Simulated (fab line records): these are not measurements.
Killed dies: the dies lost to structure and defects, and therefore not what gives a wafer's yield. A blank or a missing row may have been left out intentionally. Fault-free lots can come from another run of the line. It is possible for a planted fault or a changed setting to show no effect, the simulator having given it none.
fab line records	flow sfq-line
record: lots: 6	wafers: 18	last-day: 94
route steps=325 shown I0@47 M1@58 I1@73 M2@88 M8@325
lots untouched by any fault: they come from a run of this same line in which no faults occurred
start-h: the number of hours between the record's first day and the start of the first shown wafer of the lot	wait-h: time in hours since the lot's previous step	" as in the row above	L1.1+2: one row covering several wafers at once	- value missing, or start not given	* or withheld: withheld	< > ~ a bound
route shown NAME@n: NAME is a module with steps in the file, n the number in the route of the first one	usual: the fault-free wafers' mean and standard deviation	same: alike in all rows	chamber/n: place in a boat	sites: each site's reading	_std_site: standard deviation across them	_edge_site: outer sites' mean less inner sites'	radius-mm: how far each site lies from the wafer's centre	mask NAME#n: copy n	behind: tool/chamber where the wafer was last shaped	hold: why the lot went on hold/how many hours it stayed there/how the hold came to an end	device: transistor that didn't switch, given as n, p or np	end of line: the route-end tests of the same wafers	for a step that has no rows: nothing shown but its recipe	killed: dies that structure and defects cost at the first sort, which is not the same as the wafer's yield	map: shows each die of a wafer: x if killed, . if not, _ if none is there
set.NAME: setting as actually run; set.NAME@STEP: the setting as run at that earlier step	model.NAME: the simulator's own value behind a step, which no gauge read
a table for each step, a row for each wafer; lots at some steps of the route
services: from which hour (start-h, from the record's first day; less than 0 if before it) a tool's chamber was out of use, for how many hours, and why
== steps ==
step: SFQ_TRILAYER_I0_VIA_LITHO_COAT_036
recipe: resist: BARC	spin-rpm: 3000	resist-thk-nm: 62
step: SFQ_TRILAYER_I0_VIA_LITHO_COAT_031
recipe: resist: KrF	spin-rpm: 3000	resist-thk-nm: 650
step: SFQ_TRILAYER_I0_VIA_LITHO_SOFTBAKE_035
recipe: temp-c: withheld	time-s: withheld	resist: KrF
step: SFQ_TRILAYER_I0_VIA_LITHO_EXPOSE_032
recipe: mask-id: I0	na: 0.6	source-shape: conventional	sigma-outer: 0.65	target-cd-nm: 500	dose-mj: 21.3
step: SFQ_TRILAYER_I0_VIA_LITHO_PEB_034
recipe: peb-temp-c: 115	peb-time-s: 60	resist: KrF
step: SFQ_TRILAYER_I0_VIA_LITHO_DEVELOP_033
recipe: time-s: 60	resist: KrF
step: SFQ_I0_OVL_MEAS_908
usual: I0_OVL: -6/4.9
lot.wafer	tool	chamber	start-h	wait-h	I0_OVL[nm]
L883.3	overlay-01	-	206.92	0.1	-10
L883.4	"	-	"	"	-6
L883.5	"	-	"	"	-14
L887.4	overlay-01	-	243.02	0.1	-7
L887.5	"	-	"	"	-7
L887.6	"	-	"	"	-6
L892.3	overlay-02	-	265.81	0.1	0
L892.4	"	-	"	"	-3
L892.5	"	-	"	"	-1
L893.1	overlay-02	-	274.20	0.1	-3
L893.5	"	-	"	"	-10
L893.6	"	-	"	"	-14
L899.1	overlay-01	-	307.31	0.1	-6
L899.2	"	-	"	"	-4
L899.3	"	-	"	"	-2
L905.3	overlay-02	-	343.12	0.1	-6
L905.5	"	-	"	"	-4
L905.6	"	-	"	"	-11
step: SFQ_TRILAYER_I0_VIA_BARC_OPEN_VIA_ETCH_046
recipe: mask-material: PR	chemistry: O2	target-depth-nm: 125	target: BARC	source-w: 500	bias-w: 80	pressure-mtorr: 30	time-s: 41.7
step: SFQ_TRILAYER_I0_VIA_ETCH_VIA_ETCH_034
recipe: target: SiO2	stop-on: Nb	mask-material: PR	taper-deg: 20	chemistry: CHF3	target-depth-nm: 260	source-w: 500	bias-w: 80	pressure-mtorr: 30	time-s: withheld
usual: drypump-motor-current-A: 5.8/0.34	oes-product-au: 0.853/0.0051	rf-fwd-power-W: 498.2/1.6
lot.wafer	tool	chamber	start-h	wait-h	drypump-motor-current-A	oes-product-au	rf-fwd-power-W
L883.3	rie-diel-02	1	206.98	0.0	6.1	0.845	498.2
L883.4	"	3	"	"	5.9	0.859	499.1
L883.5	"	0	"	"	5.6	0.848	496.3
L887.4	rie-diel-02	3	243.08	0.0	5.8	0.851	497.7
L887.5	"	0	"	"	5.5	0.855	499.6
L887.6	"	1	"	"	6.1	0.848	498.3
L892.3	rie-diel-03	0	265.88	0.0	6.2	0.855	498.1
L892.4	"	3	"	"	5.0	0.852	498.4
L892.5	"	2	"	"	5.7	0.850	500.3
L893.1	rie-diel-03	0	274.28	0.0	6.2	0.858	496.8
L893.5	"	1	"	"	5.8	0.844	498.1
L893.6	"	0	"	"	6.2	0.859	498.4
L899.1	rie-diel-02	1	307.38	0.0	6.1	0.851	497.6
L899.2	"	0	"	"	5.5	0.867	498.7
L899.3	"	2	"	"	5.9	0.850	498.1
L905.3	rie-diel-02	3	343.18	0.0	5.9	0.847	499.8
L905.5	"	2	"	"	5.8	0.846	496.3
L905.6	"	1	"	"	6.1	0.845	499.6
step: SFQ_TRILAYER_I0_VIA_STRIP_STRIP_035
recipe: gas: O2	power-w: 200	platen-temp-c: 40	overash-fraction: 0.65	chemistry: O2	pressure-mtorr: 50
step: SFQ_TRILAYER_I0_VIA_STRIP_SOLV_CLEAN_036
recipe: chemistry: NMP	temp-c: 70	time-s: 600
step: SFQ_TRILAYER_M1_DEP_PRE_CLEAN_038
recipe: gas: Ar	time-s: 22.5	bias-v: 250
step: SFQ_TRILAYER_M1_DEP_SPUTTER_037
recipe: material: Nb	base-pressure-pa: 1.33e-06	chamber-pressure-pa: 0.1333	substrate-temp-c: 20	resputter-cathode-voltage-v: 400	target-thk-nm: 200	power-w: 2000	time-s: 133.3
usual: resputter-cathode-voltage-v: 400/4	throttle-valve-pct: 29.9/0.69
lot.wafer	tool	chamber	start-h	wait-h	resputter-cathode-voltage-v	throttle-valve-pct	model.Nb_of_TRILAYER_M1_DEP_SPUTTER_037.thk-nm
L883.3	pvd-sputter-06	-	207.91	0.0	407	29.2	199.6
L883.4	"	-	"	"	401	29.5	198.1
L883.5	"	-	"	"	398	29.9	198.2
L887.4	pvd-sputter-04	-	244.01	0.0	404	29.8	199.3
L887.5	"	-	"	"	396	29.7	197.3
L887.6	"	-	"	"	394	29.4	200.5
L892.3	pvd-sputter-04	-	266.79	0.0	397	29.3	202.9
L892.4	"	-	"	"	409	30.0	183.5
L892.5	"	-	"	"	402	30.0	203.3
L893.1	pvd-sputter-04	-	275.19	0.0	403	29.8	179.1
L893.5	"	-	"	"	397	30.0	197.1
L893.6	"	-	"	"	401	30.0	180
L899.1	pvd-sputter-06	-	308.30	0.0	399	29.4	200.6
L899.2	"	-	"	"	399	29.7	193
L899.3	"	-	"	"	402	29.7	196.4
L905.3	pvd-sputter-03	-	344.10	0.0	398	29.6	197.8
L905.5	"	-	"	"	393	29.2	199.4
L905.6	"	-	"	"	399	29.9	195
step: SFQ_M1_RS_MEAS_909
recipe: thk-meas-gauge: four-point-probe	reads: Nb_of_TRILAYER_M1_DEP_SPUTTER_037
usual: M1_NB_RS: 0.891/0.011
lot.wafer	tool	chamber	start-h	wait-h	M1_NB_RS[ohm/sq]
L883.3	film-metro-04	-	208.04	0.1	0.891
L883.4	"	-	"	"	0.895
L883.5	"	-	"	"	0.897
L887.4	film-metro-04	-	244.16	0.1	0.894
L887.5	"	-	"	"	0.902
L887.6	"	-	"	"	0.887
L892.3	film-metro-04	-	267.51	0.7	0.876
L892.4	"	-	"	"	0.971
L892.5	"	-	"	"	0.874
L893.1	film-metro-02	-	275.29	0.0	0.995
L893.5	"	-	"	"	0.903
L893.6	"	-	"	"	0.993
L899.1	film-metro-02	-	308.39	0.0	0.889
L899.2	"	-	"	"	0.921
L899.3	"	-	"	"	0.907
L905.3	film-metro-01	-	344.23	0.1	0.898
L905.5	"	-	"	"	0.893
L905.6	"	-	"	"	0.911
step: SFQ_TRILAYER_M1_LITHO_COAT_044
recipe: resist: BARC	spin-rpm: 3000	resist-thk-nm: 62
step: SFQ_TRILAYER_M1_LITHO_COAT_039
recipe: resist: KrF	spin-rpm: 3000	resist-thk-nm: 600
step: SFQ_TRILAYER_M1_LITHO_SOFTBAKE_043
recipe: temp-c: withheld	time-s: withheld	resist: KrF
step: SFQ_TRILAYER_M1_LITHO_EXPOSE_040
recipe: mask-id: M1	na: 0.6	source-shape: conventional	sigma-outer: 0.65	target-cd-nm: 500	dose-mj: 14.4
step: SFQ_TRILAYER_M1_LITHO_PEB_042
recipe: peb-temp-c: 115	peb-time-s: 60	resist: KrF
step: SFQ_TRILAYER_M1_LITHO_DEVELOP_041
recipe: time-s: 60	resist: KrF
step: SFQ_M1_OVL_MEAS_911
usual: M1_OVL: 1/4.9
lot.wafer	tool	chamber	start-h	wait-h	M1_OVL[nm]
L883.3	overlay-01	-	291.56	0.1	-9
L883.4	"	-	"	"	-4
L883.5	"	-	"	"	-4
L887.4	overlay-01	-	334.72	0.1	-1
L887.5	"	-	"	"	-9
L887.6	"	-	"	"	-1
L892.3	overlay-01	-	365.91	0.1	8
L892.4	"	-	"	"	1
L892.5	"	-	"	"	6
L893.1	overlay-02	-	377.55	0.1	3
L893.5	"	-	"	"	1
L893.6	"	-	"	"	5
L899.1	overlay-01	-	414.73	0.1	-1
L899.2	"	-	"	"	6
L899.3	"	-	"	"	-6
L905.3	overlay-01	-	457.75	0.1	4
L905.5	"	-	"	"	-1
L905.6	"	-	"	"	2
step: SFQ_TRILAYER_M1_BARC_OPEN_METAL_ETCH_054
recipe: mask-material: PR	chemistry: O2	target-depth-nm: 125	target: BARC	icp-w: 600	bias-w: 80	pressure-mtorr: 10	time-s: 41.7
usual: drypump-motor-current-A: 5.8/0.44	oes-product-au: 0.686/0.0045	rf-fwd-power-W: 594/3.1
lot.wafer	tool	chamber	start-h	wait-h	drypump-motor-current-A	oes-product-au	rf-fwd-power-W	rf-hours-counter-h
L883.3	rie-metal-02	1	291.60	0.0	5.8	0.688	594	-
L883.4	"	0	"	"	6.3	0.692	594	-
L883.5	"	1	"	"	5.9	0.681	592	-
L887.4	rie-metal-02	1	334.76	0.0	5.9	0.690	589	-
L887.5	"	1	"	"	5.9	0.690	591	-
L887.6	"	0	"	"	6.3	0.692	598	-
L892.3	rie-metal-04	0	365.96	0.0	6.2	0.689	598	-
L892.4	"	1	"	"	5.7	0.683	593	-
L892.5	"	0	"	"	6.2	0.692	600	-
L893.1	rie-metal-01	0	377.59	0.0	5.0	0.678	597	129
L893.5	"	1	"	"	5.6	0.692	591	-
L893.6	"	0	"	"	5.0	0.685	596	-
L899.1	rie-metal-02	1	414.77	0.0	5.9	0.693	594	61
L899.2	"	0	"	"	6.3	0.690	594	55
L899.3	"	1	"	"	5.9	0.680	594	-
L905.3	rie-metal-04	0	457.80	0.0	6.1	0.684	601	-
L905.5	"	0	"	"	6.1	0.682	595	-
L905.6	"	1	"	"	5.7	0.684	594	-
step: SFQ_TRILAYER_M1_ETCH_METAL_ETCH_042
recipe: target: Nb	stop-on: SiO2	mask-material: PR	chemistry: Cl2/Ar	target-depth-nm: 240	icp-w: 600	bias-w: 80	pressure-mtorr: 10	time-s: 120
usual: drypump-motor-current-A: 5.8/0.44	oes-product-au: 0.893/0.007	rf-fwd-power-W: 596.8/2.2
lot.wafer	tool	chamber	start-h	wait-h	drypump-motor-current-A	oes-product-au	rf-fwd-power-W	rf-hours-counter-h
L883.3	rie-metal-02	1	291.68	0.1	5.8	0.896	596.9	-
L883.4	"	0	"	"	6.3	0.889	599.8	-
L883.5	"	1	"	"	5.9	0.884	595.6	-
L887.4	rie-metal-02	1	334.84	0.1	5.8	0.892	595.5	-
L887.5	"	1	"	"	5.9	0.889	595.0	-
L887.6	"	0	"	"	6.3	0.890	598.8	-
L892.3	rie-metal-04	0	366.04	0.1	6.2	0.902	598.1	-
L892.4	"	1	"	"	5.7	0.844	597.5	-
L892.5	"	0	"	"	6.2	0.910	596.5	-
L893.1	rie-metal-01	0	377.65	0.0	5.0	0.835	598.8	129
L893.5	"	1	"	"	5.6	0.893	595.4	-
L893.6	"	0	"	"	5.0	0.833	597.2	-
L899.1	rie-metal-02	1	414.83	0.0	5.9	0.895	595.5	61
L899.2	"	0	"	"	6.3	0.877	596.0	55
L899.3	"	1	"	"	5.9	0.889	597.8	-
L905.3	rie-metal-04	0	457.90	0.1	6.2	0.880	598.3	-
L905.5	"	0	"	"	6.2	0.900	595.3	-
L905.6	"	1	"	"	5.7	0.883	592.6	-
step: SFQ_TRILAYER_M1_STRIP_STRIP_043
recipe: gas: O2	power-w: 200	platen-temp-c: 40	overash-fraction: 0.65	chemistry: O2	pressure-mtorr: 50
step: SFQ_TRILAYER_M1_STRIP_SOLV_CLEAN_044
recipe: chemistry: NMP	temp-c: 70	time-s: 600
step: SFQ_TRILAYER_I1_DEP_PECVD_045
recipe: material: SiO2	temp-c: 150	time-s: 111.11	pressure-torr: 2.4	rf-w: 183.3	precursor: SiH4/N2O	target-thk-nm: 500
step: SFQ_TRILAYER_I1_CMP_CMP_046
recipe: material: SiO2	down-force-psi: 3	platen-rpm: 60	pad-velocity-m-s: 0.94248
step: SFQ_I1_BOW_MEAS_912
recipe: mode: bow
usual: I1_BOW: 2/9.1
lot.wafer	tool	chamber	start-h	wait-h	I1_BOW[um]
L883.3	film-metro-03	-	296.12	1.0	-15
L883.4	"	-	"	"	4
L883.5	"	-	"	"	6
L887.4	film-metro-02	-	339.61	1.6	10
L887.5	"	-	"	"	11
L887.6	"	-	"	"	14
L892.3	film-metro-02	-	371.91	1.0	-16
L892.4	"	-	"	"	-11
L892.5	"	-	"	"	-7
L893.1	film-metro-01	-	383.61	1.0	1
L893.5	"	-	"	"	21
L893.6	"	-	"	"	8
L899.1	film-metro-02	-	422.22	1.5	17
L899.2	"	-	"	"	6
L899.3	"	-	"	"	12
L905.3	film-metro-03	-	462.53	1.0	4
L905.5	"	-	"	"	2
L905.6	"	-	"	"	-1
step: SFQ_TRILAYER_I1_METRO_MEASURE_047
step: SFQ_TRILAYER_I1_VIA_LITHO_COAT_054
recipe: resist: BARC	spin-rpm: 3000	resist-thk-nm: 62
step: SFQ_TRILAYER_I1_VIA_LITHO_COAT_049
recipe: resist: KrF	spin-rpm: 3000	resist-thk-nm: 650
step: SFQ_TRILAYER_I1_VIA_LITHO_SOFTBAKE_053
recipe: temp-c: withheld	time-s: withheld	resist: KrF
step: SFQ_TRILAYER_I1_VIA_LITHO_EXPOSE_050
recipe: mask-id: I1	na: 0.6	source-shape: conventional	sigma-outer: 0.65	target-cd-nm: 500	dose-mj: 21.3
step: SFQ_TRILAYER_I1_VIA_LITHO_PEB_052
recipe: peb-temp-c: 115	peb-time-s: 60	resist: KrF
step: SFQ_TRILAYER_I1_VIA_LITHO_DEVELOP_051
recipe: time-s: 60	resist: KrF
step: SFQ_I1_OVL_MEAS_913
usual: I1_OVL: 0/6.1
lot.wafer	tool	chamber	start-h	wait-h	I1_OVL[nm]
L883.3	overlay-02	-	402.75	0.1	-1
L883.4	"	-	"	"	2
L883.5	"	-	"	"	-4
L887.4	overlay-01	-	451.75	0.1	6
L887.5	"	-	"	"	-1
L887.6	"	-	"	"	9
L892.3	overlay-02	-	488.95	0.1	1
L892.4	"	-	"	"	1
L892.5	"	-	"	"	3
L893.1	overlay-01	-	502.13	0.1	8
L893.5	"	-	"	"	-2
L893.6	"	-	"	"	1
L899.1	overlay-02	-	550.70	0.1	-9
L899.2	"	-	"	"	5
L899.3	"	-	"	"	-3
L905.3	overlay-01	-	596.43	0.1	-1
L905.5	"	-	"	"	-1
L905.6	"	-	"	"	14
step: SFQ_TRILAYER_I1_VIA_BARC_OPEN_VIA_ETCH_071
recipe: mask-material: PR	chemistry: O2	target-depth-nm: 125	target: BARC	source-w: 500	bias-w: 80	pressure-mtorr: 30	time-s: 41.7
usual: drypump-motor-current-A: 5.5/0.42	oes-product-au: 0.685/0.0046	rf-fwd-power-W: 494.7/2.3
lot.wafer	tool	chamber	start-h	wait-h	drypump-motor-current-A	oes-product-au	rf-fwd-power-W	rf-hours-counter-h
L883.3	rie-diel-01	0	402.77	0.0	5.4	0.686	497.6	0
L883.4	"	2	"	"	4.9	0.678	498.4	0
L883.5	"	0	"	"	5.4	0.685	496.6	-
L887.4	rie-diel-02	0	451.77	0.0	5.5	0.688	492.6	2
L887.5	"	2	"	"	5.9	0.682	490.8	-
L887.6	"	3	"	"	5.9	0.692	495.8	-
L892.3	rie-diel-01	2	488.97	0.0	4.8	0.689	498.2	2
L892.4	"	2	"	"	4.8	0.671	497.5	-
L892.5	"	1	"	"	5.2	0.688	492.1	-
L893.1	rie-diel-02	0	502.17	0.0	5.6	0.678	496.4	3
L893.5	"	0	"	"	5.6	0.682	494.4	-
L893.6	"	1	"	"	6.2	0.684	495.6	-
L899.1	rie-diel-02	2	550.73	0.0	5.8	0.686	490.9	6
L899.2	"	0	"	"	5.6	0.681	493.6	4
L899.3	"	1	"	"	6.1	0.688	498.0	79
L905.3	rie-diel-04	1	596.46	0.0	5.6	0.682	493.6	33
L905.5	"	1	"	"	5.6	0.681	495.4	-
L905.6	"	2	"	"	5.5	0.694	493.8	-
step: SFQ_TRILAYER_I1_VIA_ETCH_VIA_ETCH_052
recipe: target: SiO2	stop-on: Nb	mask-material: PR	taper-deg: 20	chemistry: CHF3	target-depth-nm: 260	source-w: 500	bias-w: 80	pressure-mtorr: 30	time-s: withheld
usual: drypump-motor-current-A: 5.5/0.42	oes-product-au: 0.852/0.0057	rf-fwd-power-W: 498.0/1.6
lot.wafer	tool	chamber	start-h	wait-h	drypump-motor-current-A	oes-product-au	rf-fwd-power-W
L883.3	rie-diel-01	0	402.81	0.0	5.4	0.850	498.0
L883.4	"	2	"	"	4.8	0.852	499.6
L883.5	"	0	"	"	5.4	0.859	499.6
L887.4	rie-diel-02	0	451.81	0.0	5.5	0.854	498.5
L887.5	"	2	"	"	5.8	0.856	495.7
L887.6	"	3	"	"	5.9	0.858	499.5
L892.3	rie-diel-01	2	489.01	0.0	4.8	0.849	500.8
L892.4	"	2	"	"	4.8	0.847	499.5
L892.5	"	1	"	"	5.2	0.842	496.5
L893.1	rie-diel-02	0	502.21	0.0	5.5	0.851	496.7
L893.5	"	0	"	"	5.5	0.856	495.2
L893.6	"	1	"	"	6.1	0.847	497.3
L899.1	rie-diel-02	2	550.77	0.0	5.8	0.859	498.2
L899.2	"	0	"	"	5.5	0.855	498.6
L899.3	"	1	"	"	6.1	0.851	497.4
L905.3	rie-diel-04	1	596.50	0.0	5.6	0.853	496.1
L905.5	"	1	"	"	5.6	0.855	497.6
L905.6	"	2	"	"	5.5	0.851	499.8
step: SFQ_TRILAYER_I1_VIA_STRIP_STRIP_053
recipe: gas: O2	power-w: 200	platen-temp-c: 40	overash-fraction: 0.65	chemistry: O2	pressure-mtorr: 50
usual: drypump-motor-current-A: 5.9/0.44	oes-product-au: 1.003/0.014
lot.wafer	tool	chamber	start-h	wait-h	drypump-motor-current-A	oes-product-au	rf-hours-counter-h
L883.3	rie-metal-02	0	403.12	-	6.3	0.979	-
L883.4	"	1	"	"	5.8	1.003	-
L883.5	"	0	"	"	6.3	0.980	-
L887.4	rie-metal-04	0	452.12	-	6.2	0.998	-
L887.5	"	0	"	"	6.2	1.001	-
L887.6	"	1	"	"	5.7	1.023	-
L892.3	rie-metal-02	1	489.32	-	5.9	1.012	-
L892.4	"	0	"	"	6.3	0.981	-
L892.5	"	0	"	"	6.3	0.986	-
L893.1	rie-metal-03	1	502.32	-	6.5	0.981	94
L893.5	"	0	"	"	5.1	0.987	-
L893.6	"	1	"	"	6.5	0.997	-
L899.1	rie-metal-02	1	550.89	-	5.9	1.018	84
L899.2	"	0	"	"	6.3	0.985	77
L899.3	"	1	"	"	5.8	1.017	-
L905.3	rie-metal-04	0	596.81	-	6.2	0.998	-
L905.5	"	0	"	"	6.2	0.996	-
L905.6	"	1	"	"	5.7	1.024	-
step: SFQ_TRILAYER_I1_VIA_STRIP_SOLV_CLEAN_054
recipe: chemistry: NMP	temp-c: 70	time-s: 600
step: SFQ_TRILAYER_M2_DEP_PRE_CLEAN_056
recipe: gas: Ar	time-s: 22.5	bias-v: 250
step: SFQ_M8_BOW_MEAS_951
recipe: mode: bow
usual: M8_BOW: 9/11
lot.wafer	tool	chamber	start-h	wait-h	M8_BOW[um]	model.etest.m1.ohm-um	model.etest.i0.link-ohm	model.etest.m1.ohm-sq	model.etest.i1.link-ohm
L883.3	film-metro-03	-	2046.88	0.0	-8	1.797	1.965	0.8917	1.971
L883.4	"	-	"	"	11	1.799	1.974	0.8982	1.98
L883.5	"	-	"	"	13	1.817	1.979	0.8979	1.982
L887.4	film-metro-04	-	2057.83	0.1	21	1.787	1.955	0.8927	1.962
L887.5	"	-	"	"	22	1.81	1.964	0.902	1.944
L887.6	"	-	"	"	25	1.761	1.946	0.8875	1.959
L892.3	film-metro-03	-	2078.37	0.0	-6	1.753	1.956	0.8769	1.957
L892.4	"	-	"	"	-3	1.935	2.067	0.97	2.03
L892.5	"	-	"	"	2	1.749	1.951	0.8752	1.942
L893.1	film-metro-01	-	2080.81	0.0	9	1.993	2.093	0.9939	2.075
L893.5	"	-	"	"	29	1.8	1.984	0.9029	2.002
L893.6	"	-	"	"	18	1.987	2.086	0.9887	2.084
L899.1	film-metro-01	-	2185.83	0.0	29	1.782	1.956	0.8873	1.962
L899.2	"	-	"	"	20	1.833	1.999	0.922	2.019
L899.3	"	-	"	"	25	1.821	1.984	0.9059	1.991
L905.3	film-metro-01	-	2256.79	0.0	6	1.808	1.976	0.8996	1.985
L905.5	"	-	"	"	4	1.793	1.957	0.8924	1.975
L905.6	"	-	"	"	0	1.819	1.988	0.9126	1.982
== services ==
tool	chamber	start-h	hours	kind
rie-diel-02	2	193.84	8.5	repair
rie-diel-01	2	225.27	7.5	repair
rie-diel-01	3	233.06	9.8	repair
rie-diel-02	0	269.45	7.8	repair
rie-metal-04	1	289.96	2.2	repair
rie-metal-02	-	330.54	1.4	pm
rie-metal-04	1	331.70	15.4	repair
rie-diel-02	2	338.96	1.8	repair
rie-diel-01	1	343.67	5.3	repair
rie-metal-02	1	347.75	9.7	repair
rie-metal-02	-	348.86	2.8	pm
rie-diel-01	-	352.73	28.1	pm
rie-diel-01	-	403.54	0.4	repair
rie-metal-02	1	436.21	2.1	repair
rie-diel-02	2	440.97	2.2	repair
rie-diel-02	2	455.30	8.1	repair
rie-diel-01	-	460.58	0.7	repair
rie-diel-02	-	466.51	4.3	pm
rie-diel-02	-	486.23	2.8	pm
rie-metal-02	0	495.80	6.6	repair
rie-metal-02	-	509.67	0.5	repair
rie-metal-04	-	513.30	0.9	repair
rie-diel-02	-	544.29	0.8	repair
rie-diel-02	0	573.83	7.0	repair
== key ==
first-sign: step: SFQ_M1_RS_MEAS_909	reading: M1_NB_RS	direction: up	sigmas: 8.9	usual: 0.891	struck: 0.986
effect: step: SFQ_TRILAYER_M1_ETCH_METAL_ETCH_042	reading: oes-product-au	direction: down	sigmas: 7.9	usual: 0.893	struck: 0.837
model-effect: step: SFQ_TRILAYER_M1_DEP_SPUTTER_037	value: Nb_of_TRILAYER_M1_DEP_SPUTTER_037.thk-nm	without: 199	struck: 180.8
model-effect: step: SFQ_M8_BOW_MEAS_951	value: etest.m1.ohm-um	without: 1.792	struck: 1.972
met-at SFQ_TRILAYER_M1_DEP_SPUTTER_037
struck-wafers L892.4,L893.1,L893.6
onset-between 244.01 266.79
fault: kind: process-parameter-drift	tool: pvd-sputter-04	chamber: -	onset-h: 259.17	steps: SFQ_TRILAYER_M1_DEP_SPUTTER_037	channel: time-s	offset: *	shape: step	end-h: 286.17	acts-in: *	stated: *	scope: struck-wafers-only
